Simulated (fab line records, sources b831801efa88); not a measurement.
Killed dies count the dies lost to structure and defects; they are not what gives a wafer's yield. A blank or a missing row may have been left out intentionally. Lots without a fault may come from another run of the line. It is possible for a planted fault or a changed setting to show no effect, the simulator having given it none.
Code-filled problem report in 8D (eight disciplines) form | flow sky130 | the parts of the form that need people (team, actions taken, sign-off) are left out

## 1. WHAT IS WRONG
tiltDeg at SKY_LDD_N_IMPLANT_14 reads a mean of -0.010 degrees on 6 wafers of 2 lots; wafers without a fault read 30.001 degrees with a standard deviation of 0.022. So: -99 or more standard deviations from the usual mean.
Earliest sighting: wafer L489.2 on implanter-03 at day 23 12:16. At this step, 36 wafers from 12 lots have a number in the record. Rule for "out", or "out of limits": more than 4 standard deviations from the usual mean. All remaining wafers that have a number are taken as sound.

## 2. WHAT IT IS, AND WHAT IT ISN'T
question                    | is                     | is not
which readings at this step | tiltDeg                | -
which lots                  | L489, L490             | L474, L477, L482, L483, L484, L486, L487, L488, L492, L494
which wafers of those lots  | all that have a number | -
read on which tools         | implanter-03           | implanter-01, implanter-02
when                        | from day 23 12:16      | up to then (24 sound wafers); but 6 sound wafers of L492, L494 came after

## 3. SUSPECTS, AND WHAT RULES EACH OUT
Counting: a tool at a process step up to the reading stays a suspect if it ran every lot that is out and no sound lot after the first of them.
- implanter-03 at SKY_LDD_N_IMPLANT_14: kept. It ran every lot that is out, first L489 (day 23 12:16), and no sound lot after that; its last sound lot up to then is L486 (day 22 09:30). On those wafers its own readings are out: tiltDeg.
The count leaves implanter-03 at SKY_LDD_N_IMPLANT_14.

## 4. THE CAUSE (what the simulator had put in)
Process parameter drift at SKY_LDD_N_IMPLANT_14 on implanter-03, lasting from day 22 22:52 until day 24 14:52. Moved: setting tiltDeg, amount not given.
Only this tool survived the counting.

## 5. THE EFFECT CHAIN, in route order
One row per reading whose mean, taken over the struck wafers that have a number, lies over 3 standard deviations from the usual. Only readings for which the record gives a usual standard deviation are gone through. hours: the time from each lot's start at the first step in this table that gives one to its start at this step, as a median over the lots. sigmas: the change in usual standard deviations.
hours | step                 | reading | usual          | on struck wafers | change  | sigmas
0     | SKY_LDD_N_IMPLANT_14 | tiltDeg | 30.001 degrees | -0.010           | -30.011 | -99 or more
The process steps in it:
- SKY_LDD_N_IMPLANT_14

## 6. WHAT WOULD HAVE CAUGHT IT SOONER
In this record no reading fell out of limits until day 23 12:16, 13 hours after the fault had begun at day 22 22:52.
